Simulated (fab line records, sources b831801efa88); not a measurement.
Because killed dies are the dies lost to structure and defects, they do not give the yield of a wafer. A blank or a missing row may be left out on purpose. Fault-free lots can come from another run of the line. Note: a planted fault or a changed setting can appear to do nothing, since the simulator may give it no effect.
Code-filled problem report in 8D (eight disciplines) form    flow sky130    the parts of the form that need people (team, actions taken, sign-off) are left out

## 1. THE PROBLEM
killed_at_other at SKY_PAD_OPEN_PROBE_99 reads a mean of 55.8 on 6 wafers of 2 lots; wafers without a fault read 0.2 with a standard deviation of 0.46. That is +99 or more standard deviations from the usual mean.
The first sign was on wafer L172.2 at day 50 05:21, on prober-01. The record holds 6 wafers of 2 lots with a number at this step. Rule for "out", or "out of limits": more than 4 standard deviations from the usual mean. The other wafers with a number count as sound.

## 2. WHAT IT IS; WHAT IT IS NOT
question                     is                      is not
which readings at this step  killed_at_other         killed_at_M4_up, killed_at_contacts, killed_at_front_end, sort_bin_6_memory
which lots                   L172, L173              -
which wafers of those lots   all that have a number  -
read on which tools          prober-01               -
when                         from day 50 05:21       up to then (0 sound wafers)

## 3. WHAT RULES OUT EACH SUSPECT
Counting: a tool at any process step up to the reading remains a suspect when it ran all the lots that are out and ran no sound lot after the first of those.
- rie_diel-03 at SKY_VIA1_ETCH_15 (etches SiO2 in C4F8/O2/Ar, stops on TiN, target depth 351 nm, time 54 s): kept. It ran every lot that is out, first L172 (day 39 22:32), and no sound lot after that.
- wet_bench-04 at SKY_CAPM_CLEAN_16 (cleans in IPA, time 180 s): kept. It ran every lot that is out, first L172 (day 43 04:05), and no sound lot after that.
- prober-01 at SKY_PAD_OPEN_PROBE_99: kept. It ran every lot that is out, first L172 (day 50 05:21), and no sound lot after that. Out on those wafers are its own readings of killed_at_other.
After the count, these remain: rie_diel-03 at SKY_VIA1_ETCH_15, wet_bench-04 at SKY_CAPM_CLEAN_16 and prober-01 at SKY_PAD_OPEN_PROBE_99.

## 4. THE CAUSE (what the simulator had put in)
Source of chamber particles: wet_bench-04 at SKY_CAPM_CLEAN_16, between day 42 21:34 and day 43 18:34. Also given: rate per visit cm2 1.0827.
3 suspects survive the count, and this tool is in that group.

## 5. SEQUENCE OF EFFECTS, ordered by route
One row per reading whose mean, taken over the struck wafers that have a number, lies over 3 standard deviations from the usual. Only readings for which the record gives a usual standard deviation are gone through. hours: the time from each lot's start at the first step in this table that gives one to its start at this step, as a median over the lots. sigmas: the change in usual standard deviations.
hours  step                   reading               usual   on struck wafers  change  sigmas
0      SKY_PAD_OPEN_PROBE_99  defect_limited_yield  82.4 %  73.6              -8.8    -4.6
0      SKY_PAD_OPEN_PROBE_99  killed_at_other       0.2     55.8              +55.6   +99 or more
0      SKY_PAD_OPEN_PROBE_99  killed_dies           87      130               +43     +4.7
0      SKY_PAD_OPEN_PROBE_99  sort_bin_3_pad_short  0.9 %   3.0               +2.1    +5.0
0      SKY_PAD_OPEN_PROBE_99  sort_bin_5_function   10.3 %  16.6              +6.3    +4.5
0      SKY_PAD_OPEN_PROBE_99  sort_n_pass           405     362               -43     -4.7
0      SKY_PAD_OPEN_PROBE_99  sort_yield_pct        82.4 %  73.6              -8.8    -4.6
The process steps in it:
- SKY_PAD_OPEN_PROBE_99

## 6. WHAT WOULD HAVE CAUGHT IT SOONER
First out-of-limits reading in this record: day 50 05:21, which is 176 hours after fault onset at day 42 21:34.
Each of the lots that are out, 2 in all, had begun SKY_CAPM_CLEAN_16 on wet_bench-04 no later than day 50 05:21. A hold on the tool at that time would have spared none of them.
